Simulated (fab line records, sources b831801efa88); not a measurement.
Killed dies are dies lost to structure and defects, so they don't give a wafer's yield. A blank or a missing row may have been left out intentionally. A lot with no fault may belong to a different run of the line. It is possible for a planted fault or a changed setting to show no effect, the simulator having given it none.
Which of the tools did it? / flow gf180mcu / 24 lots, 72 wafers sampled, at 6 steps of a route of 602

WHAT THE GAUGES SHOWED, per wafer
GF_CONTACT_CD_MEAS_14: the cd target is 220 nm. Usual: cd nm 219.7 nm, standard deviation 1.7.
lot=L074; measured=day 16 03:03; on=cd sem-02; cd nm (nm)=221.2 219.7 218.5; flag=
lot=L075; measured=day 16 11:21; on=cd sem-02; cd nm (nm)=218.8 219.8 220.3; flag=
lot=L076; measured=day 16 16:42; on=cd sem-02; cd nm (nm)=219.5 220.0 220.5; flag=
lot=L077; measured=day 16 21:30; on=cd sem-02; cd nm (nm)=217.7 219.7 216.8; flag=
lot=L078; measured=day 17 12:19; on=cd sem-02; cd nm (nm)=219.2 218.1 219.9; flag=
lot=L079; measured=day 17 20:17; on=cd sem-01; cd nm (nm)=220.1 217.4 217.0; flag=
lot=L080; measured=day 18 05:21; on=cd sem-02; cd nm (nm)=219.4 220.2 218.8; flag=
lot=L081; measured=day 18 08:39; on=cd sem-01; cd nm (nm)=221.6 220.8 220.9; flag=
lot=L082; measured=day 18 23:47; on=cd sem-02; cd nm (nm)=222.0 221.3 221.5; flag=
lot=L083; measured=day 19 17:58; on=cd sem-01; cd nm (nm)=217.3 218.1 215.0; flag=
lot=L084; measured=day 20 05:58; on=cd sem-02; cd nm (nm)=220.2 220.0 219.8; flag=
lot=L085; measured=day 20 07:34; on=cd sem-01; cd nm (nm)=222.8 222.4 222.3; flag=
lot=L086; measured=day 20 10:36; on=cd sem-01; cd nm (nm)=219.3 220.6 219.4; flag=
lot=L087; measured=day 20 23:46; on=cd sem-02; cd nm (nm)=218.9 219.4 219.4; flag=
lot=L088; measured=day 21 09:26; on=cd sem-02; cd nm (nm)=219.6 220.5 220.8; flag=
lot=L089; measured=day 21 19:27; on=cd sem-01; cd nm (nm)=218.4 219.0 217.3; flag=
lot=L091; measured=day 22 05:59; on=cd sem-02; cd nm (nm)=222.3 222.4 223.4; flag=
lot=L090; measured=day 22 09:09; on=cd sem-01; cd nm (nm)=220.3 219.6 220.9; flag=
lot=L092; measured=day 22 15:57; on=cd sem-02; cd nm (nm)=216.1 216.7 216.7; flag=
lot=L093; measured=day 23 02:45; on=cd sem-01; cd nm (nm)=219.0 220.2 220.3; flag=
lot=L094; measured=day 23 13:18; on=cd sem-01; cd nm (nm)=220.5 220.2 220.3; flag=
lot=L095; measured=day 23 20:47; on=cd sem-02; cd nm (nm)=220.5 221.6 220.4; flag=
lot=L096; measured=day 24 06:31; on=cd sem-01; cd nm (nm)=218.2 216.9 217.0; flag=
lot=L097; measured=day 24 14:35; on=cd sem-02; cd nm (nm)=220.4 219.3 219.2; flag=

GF_V5_THK_MEAS_01. Usual: V5_CVD_00_THK typically reads 299 nm, with standard deviation 3.2.
lot=L074; measured=day 26 07:19; on=film metro-02; V5_CVD_00_THK (nm)=295 291 299; flag=
lot=L075; measured=day 26 10:59; on=film metro-04; V5_CVD_00_THK (nm)=295 299 300; flag=
lot=L076; measured=day 26 18:10; on=film metro-03; V5_CVD_00_THK (nm)=297 302 298; flag=
lot=L077; measured=day 26 23:42; on=film metro-04; V5_CVD_00_THK (nm)=295 298 302; flag=
lot=L078; measured=day 27 10:04; on=film metro-04; V5_CVD_00_THK (nm)=298 297 302; flag=
lot=L079; measured=day 27 18:53; on=film metro-02; V5_CVD_00_THK (nm)=297 301 296; flag=
lot=L080; measured=day 28 03:47; on=film metro-04; V5_CVD_00_THK (nm)=307 301 300; flag=
lot=L081; measured=day 28 09:25; on=film metro-04; V5_CVD_00_THK (nm)=302 300 302; flag=
lot=L082; measured=day 28 18:43; on=film metro-03; V5_CVD_00_THK (nm)=296 302 296; flag=
lot=L083; measured=day 29 08:32; on=film metro-04; V5_CVD_00_THK (nm)=299 304 303; flag=
lot=L084; measured=day 29 17:35; on=film metro-02; V5_CVD_00_THK (nm)=300 300 301; flag=
lot=L085; measured=day 29 20:40; on=film metro-04; V5_CVD_00_THK (nm)=296 299 295; flag=
lot=L086; measured=day 29 22:07; on=film metro-03; V5_CVD_00_THK (nm)=298 299 294; flag=
lot=L087; measured=day 30 06:16; on=film metro-02; V5_CVD_00_THK (nm)=301 295 298; flag=
lot=L088; measured=day 30 17:37; on=film metro-03; V5_CVD_00_THK (nm)=297 301 301; flag=
lot=L089; measured=day 30 22:13; on=film metro-02; V5_CVD_00_THK (nm)=300 300 303; flag=
lot=L091; measured=day 31 04:17; on=film metro-02; V5_CVD_00_THK (nm)=298 293 298; flag=
lot=L090; measured=day 31 11:05; on=film metro-03; V5_CVD_00_THK (nm)=301 303 297; flag=
lot=L092; measured=day 31 14:31; on=film metro-02; V5_CVD_00_THK (nm)=297 302 294; flag=
lot=L093; measured=day 31 20:14; on=film metro-03; V5_CVD_00_THK (nm)=300 294 298; flag=
lot=L094; measured=day 32 06:37; on=film metro-03; V5_CVD_00_THK (nm)=298 301 304; flag=
lot=L095; measured=day 32 09:46; on=film metro-04; V5_CVD_00_THK (nm)=305 292 298; flag=
lot=L096; measured=day 32 15:47; on=film metro-04; V5_CVD_00_THK (nm)=295 298 298; flag=
lot=L097; measured=day 33 00:37; on=film metro-02; V5_CVD_00_THK (nm)=298 300 303; flag=

WHAT TOOL EACH LOT RAN ON (gives the tool, then ch and the chambers of the sampled wafers, and finally the start)
lot=L074; GF_V1_ETCH_17=rie diel-03 ch 0,1,2, day 18 03:50 or earlier; GF_V1_STRIP_18=plasma asher-03 ch 0,1, day 18 03:50; GF_V2_SPUTTER_22=pvd sputter-02, day 20 07:47; GF_M3_SPUTTER_03=pvd sputter-03, day 20 08:35
lot=L075; GF_V1_ETCH_17=rie diel-04 ch 1,2, day 18 12:35 or earlier; GF_V1_STRIP_18=plasma asher-03 ch 1, day 18 12:35; GF_V2_SPUTTER_22=pvd sputter-03, day 20 17:11; GF_M3_SPUTTER_03=pvd sputter-02, day 20 18:05
lot=L076; GF_V1_ETCH_17=rie diel-01 ch 1,2,3, day 18 17:35 or earlier; GF_V1_STRIP_18=plasma asher-02 ch 0,1, day 18 17:35; GF_V2_SPUTTER_22=pvd sputter-04, day 20 20:49; GF_M3_SPUTTER_03=pvd sputter-03, day 20 21:36
lot=L077; GF_V1_ETCH_17=rie diel-01 ch 0,1,2, day 18 23:32 or earlier; GF_V1_STRIP_18=plasma asher-01 ch 0,1, day 18 23:32; GF_V2_SPUTTER_22=pvd sputter-03, day 21 03:11; GF_M3_SPUTTER_03=pvd sputter-03, day 21 04:13
lot=L078; GF_V1_ETCH_17=rie diel-03 ch 1,2, day 19 14:56 or earlier; GF_V1_STRIP_18=plasma asher-02 ch 0,1, day 19 14:56; GF_V2_SPUTTER_22=pvd sputter-04, day 21 19:11; GF_M3_SPUTTER_03=pvd sputter-01, day 21 19:58
lot=L079; GF_V1_ETCH_17=rie diel-04 ch 1,2,3, day 19 23:22 or earlier; GF_V1_STRIP_18=plasma asher-02 ch 0,1, day 19 23:22; GF_V2_SPUTTER_22=pvd sputter-02, day 22 02:58; GF_M3_SPUTTER_03=pvd sputter-03, day 22 03:46
lot=L080; GF_V1_ETCH_17=rie diel-03 ch 1,2,3, day 20 07:53 or earlier; GF_V1_STRIP_18=plasma asher-02 ch 0,1, day 20 07:53; GF_V2_SPUTTER_22=pvd sputter-04, day 22 11:20; GF_M3_SPUTTER_03=pvd sputter-02, day 22 12:08
lot=L081; GF_V1_ETCH_17=rie diel-04 ch 0,1,3, day 20 12:22 or earlier; GF_V1_STRIP_18=plasma asher-02 ch 0,1, day 20 12:22; GF_V2_SPUTTER_22=pvd sputter-02, day 22 16:11; GF_M3_SPUTTER_03=pvd sputter-01, day 22 16:58
lot=L082; GF_V1_ETCH_17=rie diel-03 ch 0,1,2, day 21 03:32 or earlier; GF_V1_STRIP_18=plasma asher-02 ch 0,1, day 21 03:32; GF_V2_SPUTTER_22=pvd sputter-04, day 23 06:23; GF_M3_SPUTTER_03=pvd sputter-01, day 23 07:11
lot=L083; GF_V1_ETCH_17=rie diel-01 ch 0,2,3, day 21 20:49 or earlier; GF_V1_STRIP_18=plasma asher-02 ch 0,1, day 21 20:49; GF_V2_SPUTTER_22=pvd sputter-02, day 23 22:59; GF_M3_SPUTTER_03=pvd sputter-01, day 23 23:46
lot=L084; GF_V1_ETCH_17=rie diel-03 ch 0,3, day 22 07:38 or earlier; GF_V1_STRIP_18=plasma asher-01 ch 1, day 22 07:38; GF_V2_SPUTTER_22=pvd sputter-04, day 24 08:29; GF_M3_SPUTTER_03=pvd sputter-02, day 24 09:17
lot=L085; GF_V1_ETCH_17=rie diel-03 ch 0,2,3, day 22 09:53 or earlier; GF_V1_STRIP_18=plasma asher-03 ch 0,1, day 22 09:53; GF_V2_SPUTTER_22=pvd sputter-02, day 24 11:25; GF_M3_SPUTTER_03=pvd sputter-02, day 24 12:12
lot=L086; GF_V1_ETCH_17=rie diel-04 ch 0,2,3, day 22 14:38 or earlier; GF_V1_STRIP_18=plasma asher-03 ch 0, day 22 14:38; GF_V2_SPUTTER_22=pvd sputter-02, day 24 15:02; GF_M3_SPUTTER_03=pvd sputter-03, day 24 15:55
lot=L087; GF_V1_ETCH_17=rie diel-01 ch 0,1,3, day 23 02:07 or earlier; GF_V1_STRIP_18=plasma asher-01 ch 0,1, day 23 02:07; GF_V2_SPUTTER_22=pvd sputter-04, day 25 01:28; GF_M3_SPUTTER_03=pvd sputter-03, day 25 02:16
lot=L088; GF_V1_ETCH_17=rie diel-03 ch 0,2,3, day 23 11:59 or earlier; GF_V1_STRIP_18=plasma asher-03 ch 0,1, day 23 11:59; GF_V2_SPUTTER_22=pvd sputter-03, day 25 11:35; GF_M3_SPUTTER_03=pvd sputter-02, day 25 12:23
lot=L089; GF_V1_ETCH_17=rie diel-01 ch 0,1,2, day 23 21:08 or earlier; GF_V1_STRIP_18=plasma asher-03 ch 0,1, day 23 21:08; GF_V2_SPUTTER_22=pvd sputter-04, day 25 20:26; GF_M3_SPUTTER_03=pvd sputter-03, day 25 21:14
lot=L091; GF_V1_ETCH_17=rie diel-04 ch 0,1,3, day 24 07:17 or earlier; GF_V1_STRIP_18=plasma asher-01 ch 0,1, day 24 07:17; GF_V2_SPUTTER_22=pvd sputter-03, day 26 04:28; GF_M3_SPUTTER_03=pvd sputter-03, day 26 05:16
lot=L090; GF_V1_ETCH_17=rie diel-04 ch 1,2,3, day 24 09:26 or earlier; GF_V1_STRIP_18=plasma asher-02 ch 0,1, day 24 09:26; GF_V2_SPUTTER_22=pvd sputter-03, day 26 07:31; GF_M3_SPUTTER_03=pvd sputter-01, day 26 08:19
lot=L092; GF_V1_ETCH_17=rie diel-01 ch 0,1,2, day 24 16:17 or earlier; GF_V1_STRIP_18=plasma asher-03 ch 0,1, day 24 16:17; GF_V2_SPUTTER_22=pvd sputter-04, day 26 12:43; GF_M3_SPUTTER_03=pvd sputter-03, day 26 13:31
lot=L093; GF_V1_ETCH_17=rie diel-03 ch 1,2,3, day 25 01:26 or earlier; GF_V1_STRIP_18=plasma asher-03 ch 0,1, day 25 01:26; GF_V2_SPUTTER_22=pvd sputter-02, day 26 21:49; GF_M3_SPUTTER_03=pvd sputter-01, day 26 22:37
lot=L094; GF_V1_ETCH_17=rie diel-03 ch 0,1,3, day 25 10:47 or earlier; GF_V1_STRIP_18=plasma asher-01 ch 0,1, day 25 10:47; GF_V2_SPUTTER_22=pvd sputter-04, day 27 07:18; GF_M3_SPUTTER_03=pvd sputter-03, day 27 08:06
lot=L095; GF_V1_ETCH_17=rie diel-01 ch 0,3, day 25 18:38 or earlier; GF_V1_STRIP_18=plasma asher-01 ch 0,1, day 25 18:38; GF_V2_SPUTTER_22=pvd sputter-04, day 27 14:54; GF_M3_SPUTTER_03=pvd sputter-03, day 27 15:41
lot=L096; GF_V1_ETCH_17=rie diel-03 ch 0,1,3, day 26 02:23 or earlier; GF_V1_STRIP_18=plasma asher-02 ch 0,1, day 26 02:23; GF_V2_SPUTTER_22=pvd sputter-03, day 27 20:56; GF_M3_SPUTTER_03=pvd sputter-03, day 27 21:43
lot=L097; GF_V1_ETCH_17=rie diel-04 ch 0,1,3, day 26 10:08 or earlier; GF_V1_STRIP_18=plasma asher-03 ch 0,1, day 26 10:08; GF_V2_SPUTTER_22=pvd sputter-04, day 28 04:54; GF_M3_SPUTTER_03=pvd sputter-02, day 28 05:41
- GF_V1_ETCH_17: etches SiO2 in C4F8/O2/Ar, stops on TiN, target depth 630 nm.
- GF_V1_STRIP_18: strips in O2/N2.
- GF_V2_SPUTTER_22: material TiN, target thk 10 nm, time 40 s.
- GF_M3_SPUTTER_03: material Ti, target thk 10 nm, time 6.7 s.

AS READ BY THE TOOLS THEMSELVES (means over the sampled wafers that have a number; for cases with no such wafer, the mark the record gives instead)
GF_V1_ETCH_17. Usual: oes product au 0.856 a.u., standard deviation 0.0044.
lot=L074; tool=rie diel-03; oes product au (a.u.)=0.854; flag=
lot=L075; tool=rie diel-04; oes product au (a.u.)=0.860; flag=
lot=L076; tool=rie diel-01; oes product au (a.u.)=0.854; flag=
lot=L077; tool=rie diel-01; oes product au (a.u.)=0.849; flag=
lot=L078; tool=rie diel-03; oes product au (a.u.)=0.859; flag=
lot=L079; tool=rie diel-04; oes product au (a.u.)=0.858; flag=
lot=L080; tool=rie diel-03; oes product au (a.u.)=0.857; flag=
lot=L081; tool=rie diel-04; oes product au (a.u.)=0.855; flag=
lot=L082; tool=rie diel-03; oes product au (a.u.)=0.856; flag=
lot=L083; tool=rie diel-01; oes product au (a.u.)=0.858; flag=
lot=L084; tool=rie diel-03; oes product au (a.u.)=0.855; flag=
lot=L085; tool=rie diel-03; oes product au (a.u.)=0.860; flag=
lot=L086; tool=rie diel-04; oes product au (a.u.)=0.850; flag=
lot=L087; tool=rie diel-01; oes product au (a.u.)=0.857; flag=
lot=L088; tool=rie diel-03; oes product au (a.u.)=0.858; flag=
lot=L089; tool=rie diel-01; oes product au (a.u.)=0.850; flag=
lot=L091; tool=rie diel-04; oes product au (a.u.)=0.854; flag=
lot=L090; tool=rie diel-04; oes product au (a.u.)=0.855; flag=
lot=L092; tool=rie diel-01; oes product au (a.u.)=0.857; flag=
lot=L093; tool=rie diel-03; oes product au (a.u.)=0.855; flag=
lot=L094; tool=rie diel-03; oes product au (a.u.)=0.855; flag=
lot=L095; tool=rie diel-01; oes product au (a.u.)=0.853; flag=
lot=L096; tool=rie diel-03; oes product au (a.u.)=0.854; flag=
lot=L097; tool=rie diel-04; oes product au (a.u.)=0.859; flag=

GF_V1_STRIP_18. Usual: drypump motor current A 5.4 A, standard deviation 0.32; heater power w 307 W, standard deviation 39; oes product au 0.593 a.u., standard deviation 0.0044.
lot=L074; tool=plasma asher-03; drypump motor current A (A)=5.4; heater power w (W)=338; oes product au (a.u.)=0.592; flag=
lot=L075; tool=plasma asher-03; drypump motor current A (A)=5.3; heater power w (W)=336; oes product au (a.u.)=0.595; flag=
lot=L076; tool=plasma asher-02; drypump motor current A (A)=5.2; heater power w (W)=258; oes product au (a.u.)=0.595; flag=
lot=L077; tool=plasma asher-01; drypump motor current A (A)=5.5; heater power w (W)=343; oes product au (a.u.)=0.592; flag=
lot=L078; tool=plasma asher-02; drypump motor current A (A)=5.4; heater power w (W)=268; oes product au (a.u.)=0.593; flag=
lot=L079; tool=plasma asher-02; drypump motor current A (A)=5.4; heater power w (W)=270; oes product au (a.u.)=0.593; flag=
lot=L080; tool=plasma asher-02; drypump motor current A (A)=5.2; heater power w (W)=261; oes product au (a.u.)=0.589; flag=
lot=L081; tool=plasma asher-02; drypump motor current A (A)=5.2; heater power w (W)=263; oes product au (a.u.)=0.588; flag=
lot=L082; tool=plasma asher-02; drypump motor current A (A)=5.4; heater power w (W)=273; oes product au (a.u.)=0.589; flag=
lot=L083; tool=plasma asher-02; drypump motor current A (A)=5.4; heater power w (W)=269; oes product au (a.u.)=0.587; flag=
lot=L084; tool=plasma asher-01; drypump motor current A (A)=5.3; heater power w (W)=365; oes product au (a.u.)=0.590; flag=
lot=L085; tool=plasma asher-03; drypump motor current A (A)=5.3; heater power w (W)=332; oes product au (a.u.)=0.599; flag=
lot=L086; tool=plasma asher-03; drypump motor current A (A)=5.3; heater power w (W)=339; oes product au (a.u.)=0.594; flag=
lot=L087; tool=plasma asher-01; drypump motor current A (A)=5.8; heater power w (W)=319; oes product au (a.u.)=0.594; flag=
lot=L088; tool=plasma asher-03; drypump motor current A (A)=5.3; heater power w (W)=330; oes product au (a.u.)=0.590; flag=
lot=L089; tool=plasma asher-03; drypump motor current A (A)=5.3; heater power w (W)=327; oes product au (a.u.)=0.592; flag=
lot=L091; tool=plasma asher-01; drypump motor current A (A)=5.5; heater power w (W)=346; oes product au (a.u.)=0.595; flag=
lot=L090; tool=plasma asher-02; drypump motor current A (A)=5.2; heater power w (W)=259; oes product au (a.u.)=0.591; flag=
lot=L092; tool=plasma asher-03; drypump motor current A (A)=5.4; heater power w (W)=325; oes product au (a.u.)=0.593; flag=
lot=L093; tool=plasma asher-03; drypump motor current A (A)=5.3; heater power w (W)=329; oes product au (a.u.)=0.590; flag=
lot=L094; tool=plasma asher-01; drypump motor current A (A)=5.8; heater power w (W)=317; oes product au (a.u.)=0.597; flag=
lot=L095; tool=plasma asher-01; drypump motor current A (A)=5.8; heater power w (W)=317; oes product au (a.u.)=0.593; flag=
lot=L096; tool=plasma asher-02; drypump motor current A (A)=5.2; heater power w (W)=260; oes product au (a.u.)=0.592; flag=
lot=L097; tool=plasma asher-03; drypump motor current A (A)=5.4; heater power w (W)=333; oes product au (a.u.)=0.591; flag=

GF_V2_SPUTTER_22. Usual: throttle valve pct 29.6 %, standard deviation 1.1.
lot=L074; tool=pvd sputter-02; throttle valve pct (%)=29.4; flag=
lot=L075; tool=pvd sputter-03; throttle valve pct (%)=29.7; flag=
lot=L076; tool=pvd sputter-04; throttle valve pct (%)=30.0; flag=
lot=L077; tool=pvd sputter-03; throttle valve pct (%)=29.3; flag=
lot=L078; tool=pvd sputter-04; throttle valve pct (%)=28.9; flag=
lot=L079; tool=pvd sputter-02; throttle valve pct (%)=28.8; flag=
lot=L080; tool=pvd sputter-04; throttle valve pct (%)=30.4; flag=
lot=L081; tool=pvd sputter-02; throttle valve pct (%)=29.8; flag=
lot=L082; tool=pvd sputter-04; throttle valve pct (%)=29.2; flag=
lot=L083; tool=pvd sputter-02; throttle valve pct (%)=30.5; flag=
lot=L084; tool=pvd sputter-04; throttle valve pct (%)=30.1; flag=
lot=L085; tool=pvd sputter-02; throttle valve pct (%)=29.5; flag=
lot=L086; tool=pvd sputter-02; throttle valve pct (%)=29.4; flag=
lot=L087; tool=pvd sputter-04; throttle valve pct (%)=30.3; flag=
lot=L088; tool=pvd sputter-03; throttle valve pct (%)=28.8; flag=
lot=L089; tool=pvd sputter-04; throttle valve pct (%)=30.4; flag=
lot=L091; tool=pvd sputter-03; throttle valve pct (%)=28.7; flag=
lot=L090; tool=pvd sputter-03; throttle valve pct (%)=28.8; flag=
lot=L092; tool=pvd sputter-04; throttle valve pct (%)=29.0; flag=
lot=L093; tool=pvd sputter-02; throttle valve pct (%)=29.6; flag=
lot=L094; tool=pvd sputter-04; throttle valve pct (%)=28.8; flag=
lot=L095; tool=pvd sputter-04; throttle valve pct (%)=31.0; flag=
lot=L096; tool=pvd sputter-03; throttle valve pct (%)=28.7; flag=
lot=L097; tool=pvd sputter-04; throttle valve pct (%)=29.2; flag=

GF_M3_SPUTTER_03. Usual: throttle valve pct 29.6 %, standard deviation 1.
lot=L074; tool=pvd sputter-03; throttle valve pct (%)=28.8; flag=
lot=L075; tool=pvd sputter-02; throttle valve pct (%)=30.4; flag=
lot=L076; tool=pvd sputter-03; throttle valve pct (%)=29.7; flag=
lot=L077; tool=pvd sputter-03; throttle valve pct (%)=29.7; flag=
lot=L078; tool=pvd sputter-01; throttle valve pct (%)=30.5; flag=
lot=L079; tool=pvd sputter-03; throttle valve pct (%)=29.8; flag=
lot=L080; tool=pvd sputter-02; throttle valve pct (%)=28.7; flag=
lot=L081; tool=pvd sputter-01; throttle valve pct (%)=30.3; flag=
lot=L082; tool=pvd sputter-01; throttle valve pct (%)=30.5; flag=
lot=L083; tool=pvd sputter-01; throttle valve pct (%)=30.1; flag=
lot=L084; tool=pvd sputter-02; throttle valve pct (%)=30.4; flag=
lot=L085; tool=pvd sputter-02; throttle valve pct (%)=29.6; flag=
lot=L086; tool=pvd sputter-03; throttle valve pct (%)=29.7; flag=
lot=L087; tool=pvd sputter-03; throttle valve pct (%)=29.9; flag=
lot=L088; tool=pvd sputter-02; throttle valve pct (%)=29.6; flag=
lot=L089; tool=pvd sputter-03; throttle valve pct (%)=29.1; flag=
lot=L091; tool=pvd sputter-03; throttle valve pct (%)=29.5; flag=
lot=L090; tool=pvd sputter-01; throttle valve pct (%)=30.4; flag=
lot=L092; tool=pvd sputter-03; throttle valve pct (%)=29.6; flag=
lot=L093; tool=pvd sputter-01; throttle valve pct (%)=29.8; flag=
lot=L094; tool=pvd sputter-03; throttle valve pct (%)=29.6; flag=
lot=L095; tool=pvd sputter-03; throttle valve pct (%)=29.8; flag=
lot=L096; tool=pvd sputter-03; throttle valve pct (%)=29.1; flag=
lot=L097; tool=pvd sputter-02; throttle valve pct (%)=29.7; flag=

THE ANSWER, worked out from the rows above alone
Rule: a lot counts as off when the mean over its wafers that have a number is more than 3 standard deviations away from the usual mean. Also off: a lot with no number at a reading for which 4 or more lots have one. Any other lot the step has rows for is counted as sound. Order of review: gauges by route order, followed by the tools' own readings, for which a lot's mean as printed above is used. The first step at which some lot is off is used, and at that step the reading that is off furthest; a lot without a number counts as furthest.
No lot is off on any of the readings shown, so nothing can be concluded from this.

WHAT HAD BEEN PUT IN BY THE SIMULATOR
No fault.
